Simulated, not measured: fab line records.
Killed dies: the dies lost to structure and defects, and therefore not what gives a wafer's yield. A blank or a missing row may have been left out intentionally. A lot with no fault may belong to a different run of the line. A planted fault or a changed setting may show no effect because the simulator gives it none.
Tool commonality check	flow sky130	Lots sampled 15, wafers sampled 45

## WHAT PROMPTED THE OPENING
3 of 15 lots carry a flag on the reading VIA4_W_RS at SKY_VIA4_RS_MEAS_19. Fault-free wafers read 0.226 ohm/sq, with a standard deviation of 0.003.
Rule: a lot is flagged in two cases, either no wafer of it has a number, or all its wafers with numbers fall more than 4 standard deviations from that mean. The rest of the lots are taken to be sound.

lot	measured	on	VIA4_W_RS (ohm/sq), wafer by wafer	flag
L628	day 42 19:25	filmMetro-03	0.229 0.226 0.225	
L630	day 43 10:16	filmMetro-03	0.233 0.233 0.231	
L632	day 44 02:22	filmMetro-04	0.224 0.230 0.223	
L633	day 44 10:11	filmMetro-02	0.223 0.226 0.224	
L638	day 46 12:35	filmMetro-02	0.220 0.223 0.222	
L639	day 46 16:53	filmMetro-02	0.227 0.227 0.221	
L641	day 46 17:10	filmMetro-04	0.228 0.227 0.229	
L643	day 47 01:31	filmMetro-02	0.227 0.225 0.229	
L646	day 47 14:27	filmMetro-03	57.479 57.630 58.193	FLAGGED
L645	day 47 18:47	filmMetro-04	58.006 57.790 57.536	FLAGGED
L647	day 47 21:03	filmMetro-04	57.902 58.264 57.680	FLAGGED
L648	day 48 00:01	filmMetro-03	0.226 0.231 0.225	
L649	day 48 06:26	filmMetro-02	0.228 0.224 0.229	
L650	day 48 14:23	filmMetro-02	0.230 0.230 0.229	
L651	day 49 04:28	filmMetro-03	0.226 0.227 0.226	
The numbers of the flagged lots are 57.831 ohm/sq on average: +57.605 ohm/sq against the usual, or +99 or more standard deviations.

## WHICH TOOL EACH LOT WENT THROUGH
The record holds 1 process step before the reading, out of a route of 708 steps. Each cell gives the tool, then ch followed by the chambers the sampled wafers passed through, then the start.
lot	flag	SKY_VIA4_CVD_18
L628		cvdW-02 ch 1, day 42 19:14
L630		cvdW-02 ch 0,1, day 43 10:07
L632		cvdW-01 ch 0,1, day 44 02:13
L633		cvdW-01 ch 0,1, day 44 10:02
L638		cvdW-01 ch 0,1, day 46 12:26
L639		cvdW-01 ch 0,1, day 46 16:44
L641		cvdW-01 ch 0,1, day 46 16:59
L643		cvdW-01 ch 0,1, day 47 01:21
L646	FLAGGED	cvdW-01 ch 1, day 47 14:17
L645	FLAGGED	cvdW-02 ch 1, day 47 18:29
L647	FLAGGED	cvdW-02 ch 1, day 47 20:45
L648		cvdW-01 ch 0,1, day 47 23:50
L649		cvdW-01 ch 0,1, day 48 06:17
L650		cvdW-01 ch 1, day 48 14:13
L651		cvdW-01 ch 0,1, day 49 04:19
What is done by these steps:
- SKY_VIA4_CVD_18: deposits W, target thk 505 nm, time 152.14 s.
- SKY_VIA4_RS_MEAS_19: measures by four-point-probe.

## FLAGGED AGAINST TOTAL, ONE TOOL AT A TIME (gauges that did the reading follow at the end)
step	tool	lots run	flagged	share of the flagged lots	sound lots run after its first flagged lot
SKY_VIA4_CVD_18	cvdW-01	11	1	some	4 (L648,L649,L650,L651)
SKY_VIA4_CVD_18	cvdW-02	4	2	some	0
SKY_VIA4_RS_MEAS_19	filmMetro-02	6	0	none	-
SKY_VIA4_RS_MEAS_19	filmMetro-03	5	1	some	2 (L648,L651)
SKY_VIA4_RS_MEAS_19	filmMetro-04	4	2	some	0

## WHAT IS ALLOWED BY THE TABLE
No row of the table ran every flagged lot.

## WHAT THE SIMULATOR PUT IN
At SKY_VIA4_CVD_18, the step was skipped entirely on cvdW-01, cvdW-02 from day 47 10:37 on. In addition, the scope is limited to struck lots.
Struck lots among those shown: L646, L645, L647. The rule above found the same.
